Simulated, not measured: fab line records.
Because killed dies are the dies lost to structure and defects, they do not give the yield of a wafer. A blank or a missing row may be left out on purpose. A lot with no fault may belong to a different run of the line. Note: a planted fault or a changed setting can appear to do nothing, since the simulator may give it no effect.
Which tool did it? -- flow gf180mcu -- 13 lots with 39 wafers sampled at 5 steps, on a route of 602 steps

WHAT EACH GAUGE READ, for each wafer
GF_STI_CD_MEAS_12 targets a cd of 220 nm.
lot,measured,on,cd_nm (nm)
L754,day 2 01:04,cd_sem-02,224.4 223.5 222.3
L755,day 2 07:38,cd_sem-02,221.4 220.0 220.1
L758,day 2 22:02,cd_sem-02,217.0 217.0 217.6
L760,day 3 07:55,cd_sem-02,222.8 224.1 222.8
L761,day 3 13:44,cd_sem-02,220.8 221.4 220.9
L762,day 3 20:07,cd_sem-01,217.7 218.2 218.8
L764,day 4 05:16,cd_sem-02,220.7 222.1 221.0
L765,day 4 10:46,cd_sem-02,218.2 218.9 218.7
L767,day 4 20:02,cd_sem-01,221.3 220.0 220.6
L768,day 5 02:05,cd_sem-02,172.9 172.9 172.3 173.2 172.6 172.5
L769,day 5 07:25,cd_sem-02,219.3 221.3 221.6
L771,day 5 17:28,cd_sem-02,220.9 220.0 219.5
L772,day 5 22:04,cd_sem-02,219.0 220.2 219.9

GF_MVSD_OVL_MEAS_07.
lot,measured,on,MVSD_OVL (nm)
L754,day 4 10:22,overlay-02,-2.7 -1.1 -0.5
L755,day 4 18:47,overlay-01,3.3 3.2 1.0
L758,day 5 09:31,overlay-02,-0.1 0.9 0.8
L760,day 5 23:08,overlay-02,-3.1 -1.2 -2.3
L761,day 6 03:40,overlay-02,-0.2 -0.1 -0.9
L762,day 6 12:11,overlay-02,-2.7 0.6 -0.6
L764,day 6 21:49,overlay-01,-2.2 -3.3 -2.3
L765,day 7 00:59,overlay-01,-1.0 0.9 -3.5
L767,day 7 14:19,overlay-01,-1.0 -2.3 -2.7
L769,day 8 00:01,overlay-02,-0.3 0.0 0.8
L771,day 8 09:01,overlay-01,-1.8 -2.1 -2.1
L772,day 8 12:22,overlay-02,-0.2 -0.2 1.5

GF_VT_IMPLANT_OVL_MEAS_07.
lot,measured,on,VT_IMPLANT_OVL (nm)
L754,day 5 15:50,overlay-02,-1.6 -0.8 -0.1
L755,day 6 00:31,overlay-02,-2.3 -2.0 -1.5
L758,day 6 16:16,overlay-01,1.1 -0.9 -0.5
L760,day 7 06:23,overlay-01,-0.4 -0.9 1.6
L761,day 7 10:20,overlay-02,-4.2 -0.3 -2.6
L762,day 7 18:50,overlay-02,-2.5 -2.7 -2.3
L764,day 8 03:58,overlay-02,1.0 -1.5 -1.6
L765,day 8 06:38,overlay-02,-1.8 -0.5 0.0
L767,day 8 15:17,overlay-02,-0.3 -0.6 -1.4
L769,day 9 00:11,overlay-02,-2.3 -2.8 -2.0
L771,day 9 11:22,overlay-02,-1.4 -1.9 -1.0
L772,day 9 16:25,overlay-02,-2.8 -2.5 -2.5

WHAT TOOL EACH LOT RAN ON (gives the tool, then ch and the chambers of the sampled wafers, and finally the start)
lot,GF_STI_EXPOSE_09,GF_DNWELL_STRIP_08
L754,"krf_scanner-02 ch 0, day 1 19:12","plasma_asher-02 ch 0,1, day 2 18:11"
L755,"krf_scanner-02 ch 0, day 2 01:41","plasma_asher-01 ch 0,1, day 3 00:56"
L758,"krf_scanner-01 ch 0, day 2 15:41","plasma_asher-01 ch 0,1, day 3 14:50"
L760,"krf_scanner-01 ch 0, day 3 02:12","plasma_asher-04 ch 0,1, day 4 02:53"
L761,"krf_scanner-02 ch 0, day 3 06:55","plasma_asher-02 ch 0,1, day 4 07:52"
L762,"krf_scanner-01 ch 0, day 3 13:35","plasma_asher-01 ch 0,1, day 4 15:55"
L764,"krf_scanner-02 ch 0, day 3 22:44","plasma_asher-04 ch 1, day 5 00:19"
L765,"krf_scanner-01 ch 0, day 4 04:11","plasma_asher-01 ch 0,1, day 5 05:28"
L767,"krf_scanner-02 ch 0, day 4 13:20","plasma_asher-01 ch 0,1, day 5 15:43"
L768,"krf_scanner-02 ch 0, day 4 19:23",-
L769,"krf_scanner-02 ch 0, day 5 00:25","plasma_asher-04 ch 0,1, day 6 02:26"
L771,"krf_scanner-02 ch 0, day 5 09:57","plasma_asher-02 ch 0,1, day 6 13:29"
L772,"krf_scanner-01 ch 0, day 5 15:15","plasma_asher-01 ch 0,1, day 6 17:55"
- GF_STI_EXPOSE_09: exposes mask COMP, target cd 220 nm.
- GF_DNWELL_STRIP_08: strips in O2/N2.

WHAT THE TOOLS THEMSELVES READ (means of the sampled wafers that have a number; where no wafer has one, the mark that the record gives instead)
GF_DNWELL_STRIP_08.
lot,tool,drypump_motor_current_A (A),heater_power_w (W),oes_product_au (a.u.),strip_time_to_endpoint_s (s)
L754,plasma_asher-02,5.53,306,0.727,36.97
L755,plasma_asher-01,5.80,369,0.721,36.94
L758,plasma_asher-01,5.82,371,0.721,37.00
L760,plasma_asher-04,5.77,322,0.716,37.01
L761,plasma_asher-02,5.83,316,0.722,36.99
L762,plasma_asher-01,5.74,383,0.723,37.06
L764,plasma_asher-04,5.73,349,0.727,36.89
L765,plasma_asher-01,5.70,382,0.723,36.99
L767,plasma_asher-01,5.83,373,0.723,37.06
L769,plasma_asher-04,5.74,342,0.724,36.86
L771,plasma_asher-02,5.84,312,0.722,36.93
L772,plasma_asher-01,5.71,381,0.727,37.08

THE ANSWER, worked out from the rows above alone
Rule: the lots themselves supply what counts as usual. Put in order of their means at a reading, lots are off if they are a third of the lots or fewer, leave a main group of 4 or more, and stand apart from it by a gap of 3 or more times the standard deviation of the main group's means; of several such gaps the widest counts. The tables above print the reading to a certain number of digits; a main group whose means all agree to those digits is not used. Also off: a lot with no number at a reading for which 4 or more lots have one. All remaining lots with rows at the step are treated as sound. First the gauges in route order, then the tools' own readings, where a lot's mean is used as printed above. At the first step where some lot is off, the reading lying furthest off is the one used; lots without a number count as furthest.
Off: L768, at GF_STI_CD_MEAS_12 (cd_nm). The main group: mean 220.4 nm, standard deviation 1.8.
If a tool, at a process step before that reading, ran all the lots that are off and no sound lot after the first of them, it fits. The gauges at GF_STI_CD_MEAS_12 are tried like those tools. None of those tried fits.

WHAT THE SIMULATOR PUT IN
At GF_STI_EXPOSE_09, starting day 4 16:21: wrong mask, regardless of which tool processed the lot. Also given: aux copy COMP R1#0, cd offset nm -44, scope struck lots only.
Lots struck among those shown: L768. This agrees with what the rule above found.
